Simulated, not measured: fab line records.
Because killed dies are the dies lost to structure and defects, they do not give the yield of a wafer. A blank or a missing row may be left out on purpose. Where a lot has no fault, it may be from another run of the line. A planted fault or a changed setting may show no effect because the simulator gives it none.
One fault seen from 2 desks :: flow gf180mcu :: what lay behind the numbers comes last; until then each desk has only its own

METROLOGY DESK
What the gauges read for every lot (on any tool): the sampled wafers with a number, averaged. If a lot's mean is further than 4 standard deviations from the usual mean, the lot is out of limits and carries the mark OUT (the distance appears in the brackets).
Columns: A = M3_ALCU_THK at GF_M3_THK_MEAS_06, usual 450 nm; B = V3_BOW at GF_V3_BOW_MEAS_05, usual 117 um
lot: L476
first seen here: day 20 08:40
A: 451
B: 104

lot: L477
first seen here: day 20 12:34
A: 450
B: 121

lot: L478
first seen here: day 20 19:07
A: 447
B: 110

lot: L479
first seen here: day 21 11:54
A: 443
B: 118

lot: L480
first seen here: day 21 23:20
A: 453
B: 111

lot: L488
first seen here: day 24 18:24
A: 454
B: 123

lot: L489
first seen here: day 25 01:45
A: 444
B: 124

lot: L498
first seen here: day 27 21:52
A: 454
B: 114

lot: L499
first seen here: day 28 02:42
A: 441
B: 118
This desk's verdict: no lot among the 9 shows anything out of limits.

THE TOOL OWNER'S DESK: cmp-01
The tool's own readings at GF_V4_CMP_26 (polishes, stops on SiO2, t overpolish 15 s, target thk 0 nm): means of the sampled wafers that have a number, for each lot that ran on this tool. If a lot's mean is further than 4 standard deviations from the usual mean, the lot is out of limits and carries the mark OUT (the distance appears in the brackets).
Columns: A = motor-current-A at GF_V4_CMP_26, usual 11.3 A; B = overpolish-run-s at GF_V4_CMP_26, usual 15.000 s; C = time-to-endpoint-s at GF_V4_CMP_26, usual 86 s
lot: L476
first seen here: day 24 10:13
A: 10.6
B: 14.994
C: 88

lot: L477
first seen here: day 24 13:41
A: 11.0
B: 14.999
C: 85

lot: L478
first seen here: day 24 18:19
A: 11.1
B: 14.997
C: 90

lot: L480
first seen here: day 25 19:45
A: 11.1
B: 15.003
C: 84

lot: L488
first seen here: day 28 09:27
A: 10.6
B: 14.997
C: 71 (-4.3) OUT

lot: L489
first seen here: day 28 15:44
A: 12.2
B: 15.007
C: 70 (-4.6) OUT
Finding of this desk: L488, L489 out of limits; the first was L488 at day 28 09:27, on time-to-endpoint-s at GF_V4_CMP_26. In limits: L476, L477, L478, L480.

BROUGHT TOGETHER
The tool owner's desk had the chance to raise an alarm at day 28 09:27 on L488, L489.
From the metrology desk's view, nothing was out of limits.
The metrology desk holds a record of L488, L489, inside its limits.
Of the lots named, all ran GF_V4_CMP_26 on cmp-01.

WHAT THE SIMULATOR PUT IN
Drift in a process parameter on cmp-01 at GF_V4_CMP_26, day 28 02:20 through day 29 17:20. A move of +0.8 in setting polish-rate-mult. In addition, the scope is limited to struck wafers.
Lots struck among those shown: L488, L489.
Time in hours from fault onset to the first out-of-limits reading at each desk: the tool owner's desk, 7.
